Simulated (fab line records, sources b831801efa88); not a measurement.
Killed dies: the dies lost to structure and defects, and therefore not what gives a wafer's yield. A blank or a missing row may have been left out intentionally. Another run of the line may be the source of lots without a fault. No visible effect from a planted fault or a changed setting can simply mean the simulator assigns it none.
8D (eight disciplines) problem report, filled in by code -- flow sky130 -- the parts of the form that need people (team, actions taken, sign-off) are left out

## 1. WHAT IS WRONG
Wafers without a fault read 9.99 s, standard deviation 0.22; beam on s at SKY_GATE_OXIDE_IMPLANT_11 reads a mean of 11.15 s on 3 wafers belonging to 2 lots. Measured from the usual mean, that is +5.3 standard deviations.
First seen on wafer L720.1, day 16 00:33, on implanter-01. The record holds 15 wafers of 6 lots with a number at this step. Rule for "out" (also "out of limits"): further than 4 standard deviations from the usual mean. The rest of the wafers with a number are treated as sound.

## 2. WHAT IT IS, WHAT IT ISN'T
question,is,is not
which readings at this step,beam on s,-
which lots,"L720, L722","L715, L726, L730, L737"
which wafers of those lots,all that have a number,-
read on which tools,implanter-01,"implanter-02, implanter-03"
when,from day 16 00:33,"up to then (3 sound wafers); but 9 sound wafers of L726, L730, L737 came after"

## 3. THE SUSPECTS, EACH WITH WHAT RULES IT OUT
Counting: a tool at a process step up to the reading stays a suspect if it ran every lot that is out and no sound lot after the first of them.
- implanter-01 at SKY_GATE_OXIDE_IMPLANT_11: ruled out as a lasting fault. The sound lots L737 went through it after L720, its earliest lot that is out (day 16 00:33).
Left after counting: nothing in the record.

## 4. THE CAUSE (what the simulator had put in)
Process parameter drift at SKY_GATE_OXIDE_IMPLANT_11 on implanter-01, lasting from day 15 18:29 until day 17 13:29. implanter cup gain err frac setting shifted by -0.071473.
Counting ruled it out, wrongly.

## 5. THE CHAIN OF EFFECTS, in route order
Each row: a reading whose mean over the struck wafers that have a number lies more than 3 standard deviations from the usual. Readings are gone through only where the record gives a usual standard deviation; hours: the median, over the lots, of the time from a lot's start at the first step in this table giving one to that lot's start at this step; sigmas: the change measured in usual standard deviations.
hours,step,reading,usual,on struck wafers,change,sigmas
0,SKY_GATE_OXIDE_IMPLANT_11,beam on s,9.99 s,11.15,+1.16,+5.3
0,SKY_GATE_OXIDE_IMPLANT_11,faraday current uA,14.7,13.2,-1.5,-4.9
Here are the process steps it includes:
- SKY_GATE_OXIDE_IMPLANT_11
Later measuring or inspecting steps at which every struck wafer that the step has a row for has a number for every such reading, and none has moved that far: SKY_GATE_OXIDE_TW_MEAS_14.

## 6. WHAT WOULD HAVE CAUGHT IT SOONER
6 hours passed between the start of the fault at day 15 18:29 and the first reading out of limits in this record, taken at day 16 00:33.
